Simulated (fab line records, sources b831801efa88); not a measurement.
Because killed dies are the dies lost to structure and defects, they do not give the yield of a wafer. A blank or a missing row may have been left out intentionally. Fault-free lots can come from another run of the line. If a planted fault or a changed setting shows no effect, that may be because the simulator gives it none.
Matching of chambers    flow sfq_line    rie_diel-03 running SFQ_TRILAYER_I3_VIA_ETCH_VIA_ETCH_088: 3 sister chambers
The step etches SiO2 in CHF3, stops on Nb, target depth 260 nm. 16 wafers are shown with their chamber, then 6 later ones without.

## WAFERS, EACH WITH ITS CHAMBER
wafer   chamber  oes_product_au (a.u.)  bias_w (W)
L568.2  3        0.858                  80.21
L568.5  1        0.861                  80.34
L568.6  0        0.853                  80.17
L569.2  0        0.851                  79.99
L569.5  0        0.863                  80.25
L569.6  3        0.862                  79.94
L570.1  0        0.854                  79.39
L570.4  3        0.864                  80.02
L570.5  3        0.864                  79.96
L574.1  0        0.847                  79.99
L574.2  3        0.865                  80.46
L574.4  1        0.861                  80.05
L575.2  3        0.856                  80.30
L575.3  1        0.858                  79.97
L575.6  0        0.855                  79.68
L578.1  3        0.851                  79.96

SIGNATURES (means of the wafers above)
reading         chamber 0  chamber 1  chamber 3  scatter within a chamber
oes_product_au  0.85383    0.86000    0.86000    0.00487
bias_w          79.9117    80.1200    80.1214    0.255
Rule: a wafer's distance from a chamber is the root of the sum, over the readings, of the square of ((its reading less the chamber's mean) divided by the reading's scatter). If the next closest chamber is less than 2 further off than the closest, the wafer can't be placed; otherwise it belongs to the closest. The scatter is the square root of a quotient: the sum, over the shown wafers, of each reading's squared deviation from its chamber's mean, divided by wafers minus chambers.

## WAFERS WHOSE CHAMBER IS MISSING
wafer   oes_product_au (a.u.)  bias_w (W)
L578.4  0.858                  79.96
L578.6  0.859                  80.01
L589.2  0.849                  80.04
L589.4  0.856                  80.23
L591.2  0.855                  79.87
L591.3  0.851                  79.85

## EACH ONE'S CHAMBER
wafer   from the rows above           in truth
L578.4  can't be placed: 1 or 3 or 0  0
L578.6  can't be placed: 1 or 3 or 0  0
L589.2  can't be placed: 0 or 1 or 3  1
L589.4  can't be placed: 3 or 1 or 0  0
L591.2  can't be placed: 0 or 1 or 3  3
L591.3  can't be placed: 0 or 1 or 3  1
Placed correctly: 0 of 6. Unplaceable from these rows: 6, with the true chamber sitting among the candidates in 6. Number placed wrongly: 0.
